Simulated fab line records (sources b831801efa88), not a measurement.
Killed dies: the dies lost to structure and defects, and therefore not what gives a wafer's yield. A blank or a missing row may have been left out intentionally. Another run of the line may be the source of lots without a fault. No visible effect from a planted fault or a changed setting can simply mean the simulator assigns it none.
Lot-split experiment :: flow gf180mcu :: 23 wafers read from 5 lots, route of 602 steps

== THE SPLIT ==
At GF_HV_LDD_DEVELOP_18 (develop time 60 s), the setting dev temp c was moved away from the recipe's 23 C on 5 of the 23 wafers read, by -14.0% to -11.7%. For the rest of the wafers, this setting stayed at what the recipe calls for.

Between the split and the reading, the file records no step.

== THE READING ==
cd nm, in nm, at GF_HV_LDD_CD_MEAS_19 (target cd 400 nm). A value of 400.6 nm with a standard deviation of 1.9 nm is what fault-free wafers of this fab line usually give.

wafer: L074.2
tool, chamber at the split: litho track-03, 0
dev temp c as run, C: 23
against the recipe: recipe
cd nm, nm: 396.4
against lot-mates on the recipe: -

wafer: L074.4
tool, chamber at the split: litho track-03, 0
dev temp c as run, C: 23
against the recipe: recipe
cd nm, nm: 399.1
against lot-mates on the recipe: -

wafer: L074.6
tool, chamber at the split: litho track-03, 0
dev temp c as run, C: 23
against the recipe: recipe
cd nm, nm: 399.7
against lot-mates on the recipe: -

wafer: L076.1
tool, chamber at the split: litho track-02, 0
dev temp c as run, C: 23
against the recipe: recipe
cd nm, nm: 402.1
against lot-mates on the recipe: -

wafer: L076.2
tool, chamber at the split: litho track-02, 0
dev temp c as run, C: 23
against the recipe: recipe
cd nm, nm: 404.3
against lot-mates on the recipe: -

wafer: L076.3
tool, chamber at the split: litho track-02, 0
dev temp c as run, C: 23
against the recipe: recipe
cd nm, nm: 403.3
against lot-mates on the recipe: -

wafer: L076.5
tool, chamber at the split: litho track-02, 0
dev temp c as run, C: 23
against the recipe: recipe
cd nm, nm: 400.9
against lot-mates on the recipe: -

wafer: L076.6
tool, chamber at the split: litho track-02, 0
dev temp c as run, C: 23
against the recipe: recipe
cd nm, nm: 401.5
against lot-mates on the recipe: -

wafer: L077.1
tool, chamber at the split: litho track-03, 0
dev temp c as run, C: 23
against the recipe: recipe
cd nm, nm: 398.9
against lot-mates on the recipe: -

wafer: L077.3
tool, chamber at the split: litho track-03, 0
dev temp c as run, C: 23
against the recipe: recipe
cd nm, nm: 402.5
against lot-mates on the recipe: -

wafer: L077.4
tool, chamber at the split: litho track-03, 0
dev temp c as run, C: 23
against the recipe: recipe
cd nm, nm: 400.6
against lot-mates on the recipe: -

wafer: L077.5
tool, chamber at the split: litho track-03, 0
dev temp c as run, C: 23
against the recipe: recipe
cd nm, nm: 401.6
against lot-mates on the recipe: -

wafer: L077.6
tool, chamber at the split: litho track-03, 0
dev temp c as run, C: 23
against the recipe: recipe
cd nm, nm: 400.6
against lot-mates on the recipe: -

wafer: L081.2
tool, chamber at the split: litho track-04, 0
dev temp c as run, C: 23
against the recipe: recipe
cd nm, nm: 399.4
against lot-mates on the recipe: -

wafer: L081.3
tool, chamber at the split: litho track-04, 0
dev temp c as run, C: 23
against the recipe: recipe
cd nm, nm: 400.5
against lot-mates on the recipe: -

wafer: L081.4
tool, chamber at the split: litho track-04, 0
dev temp c as run, C: 19.79
against the recipe: -14.0%
cd nm, nm: 412.6
against lot-mates on the recipe: +12.8

wafer: L081.5
tool, chamber at the split: litho track-04, 0
dev temp c as run, C: 19.79
against the recipe: -14.0%
cd nm, nm: 412.6
against lot-mates on the recipe: +12.8

wafer: L081.6
tool, chamber at the split: litho track-04, 0
dev temp c as run, C: 23
against the recipe: recipe
cd nm, nm: 399.4
against lot-mates on the recipe: -

wafer: L084.1
tool, chamber at the split: litho track-02, 0
dev temp c as run, C: 20.31
against the recipe: -11.7%
cd nm, nm: 410.6
against lot-mates on the recipe: +10.1

wafer: L084.2
tool, chamber at the split: litho track-02, 0
dev temp c as run, C: 23
against the recipe: recipe
cd nm, nm: 401.5
against lot-mates on the recipe: -

wafer: L084.3
tool, chamber at the split: litho track-02, 0
dev temp c as run, C: 23
against the recipe: recipe
cd nm, nm: 399.5
against lot-mates on the recipe: -

wafer: L084.4
tool, chamber at the split: litho track-02, 0
dev temp c as run, C: 20.31
against the recipe: -11.7%
cd nm, nm: 408.9
against lot-mates on the recipe: +8.4

wafer: L084.5
tool, chamber at the split: litho track-02, 0
dev temp c as run, C: 20.31
against the recipe: -11.7%
cd nm, nm: 410.0
against lot-mates on the recipe: +9.5

FIT RESULTS
A straight line over all 23 wafers: cd nm changes by -0.82 nm for each +1% of dev temp c; r = -0.94; the points scatter about the line by 1.7 nm.
The same after taking each lot's own level away (the mean of its wafers on the recipe; 23 wafers): -0.859 nm for each +1%; r = -0.97; scatter 1.2 nm.
According to that fit, moving dev temp c by its largest amount changes the reading by 12 nm.
Across the lots, their own levels run from 398.40 to 402.42 nm, a range of 2.1 times the standard deviation given above.
Hence the lot-to-lot level has little effect on the slope; both slopes agree.
Check: for one of the wafers moved furthest among these (-14.0%), held out of the fit, the line's prediction against its lot-mates is +11.7 nm. It came out at +12.8 nm against them.

== OTHER SPLITS APPLIED TO THESE WAFERS ==
Note: prior to the reading, these wafers also went through further splits. Each is held against what the fit with the lots' levels taken away leaves over:
other split on the same wafers: GF_POLY_GATE_PEB_08 peb temp c
wafers away from the commonest value: 7
r with cd nm (lot level and that fit taken away): -0.38

other split on the same wafers: GF_HV_LDD_DEVELOP_06 develop time s
wafers away from the commonest value: 10
r with cd nm (lot level and that fit taken away): -0.14

== FILE'S OWN FIT ==
cd nm changes by -0.868 nm for each +1% of dev temp c, r = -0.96.
